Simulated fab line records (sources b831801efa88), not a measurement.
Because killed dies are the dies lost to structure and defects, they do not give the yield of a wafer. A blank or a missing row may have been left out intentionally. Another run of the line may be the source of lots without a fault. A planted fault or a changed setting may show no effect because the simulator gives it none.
Which of the tools did it? ; flow gf180mcu ; 13 lots, 39 wafers sampled, at 1 step of a route of 602

WHAT EACH GAUGE READ, for each wafer
GF_STI_CD_MEAS_12: the cd target is 220 nm.
lot;measured;on;cd_nm (nm)
L693;day 2 01:31;cd_sem-02;221.6 222.5 221.4
L694;day 2 06:26;cd_sem-01;219.9 219.1 219.6
L695;day 2 11:23;cd_sem-01;217.6 218.0 217.6
L698;day 3 03:05;cd_sem-01;222.5 222.1 222.2
L699;day 3 08:02;cd_sem-02;219.1 219.5 221.1
L700;day 3 12:34;cd_sem-01;218.6 218.8 218.4
L701;day 3 18:32;cd_sem-02;219.6 219.1 220.1
L702;day 3 23:58;cd_sem-01;221.7 221.1 220.3
L711;day 5 21:44;cd_sem-02;221.3 220.8 221.8
L712;day 6 02:14;cd_sem-02;220.1 220.1 220.8
L713;day 6 07:59;cd_sem-01;221.0 220.4 220.3
L715;day 6 20:34;cd_sem-02;219.2 218.1 217.7
L716;day 7 00:46;cd_sem-01;220.7 222.3 220.5

WHAT TOOL EACH LOT RAN ON (gives the tool, then ch and the chambers of the sampled wafers, and finally the start)
Record: no process step prior to these readings.

AS READ BY THE TOOLS THEMSELVES (means over the sampled wafers that have a number; for cases with no such wafer, the mark the record gives instead)
The record holds no such reading with a usual standard deviation.

THE ANSWER, worked out from the rows above alone
Rule: what is usual is taken from the lots themselves. Put in order of their means at a reading, lots are off if they are a third of the lots or fewer, leave a main group of 4 or more, and stand apart from it by a gap of 3 or more times the standard deviation of the main group's means; of several such gaps the widest counts. The tables above print the reading to a certain number of digits; a main group whose means all agree to those digits is not used. A lot without any number at a reading at which 4 lots or more have one is off too. All remaining lots with rows at the step are treated as sound. Order of review: gauges by route order, followed by the tools' own readings, for which a lot's mean as printed above is used. At the first step where some lot is off, the reading lying furthest off is the one used; lots without a number count as furthest.
No lot is off at any reading shown: from this, nothing can be told.

WHAT THE SIMULATOR HAD PUT IN
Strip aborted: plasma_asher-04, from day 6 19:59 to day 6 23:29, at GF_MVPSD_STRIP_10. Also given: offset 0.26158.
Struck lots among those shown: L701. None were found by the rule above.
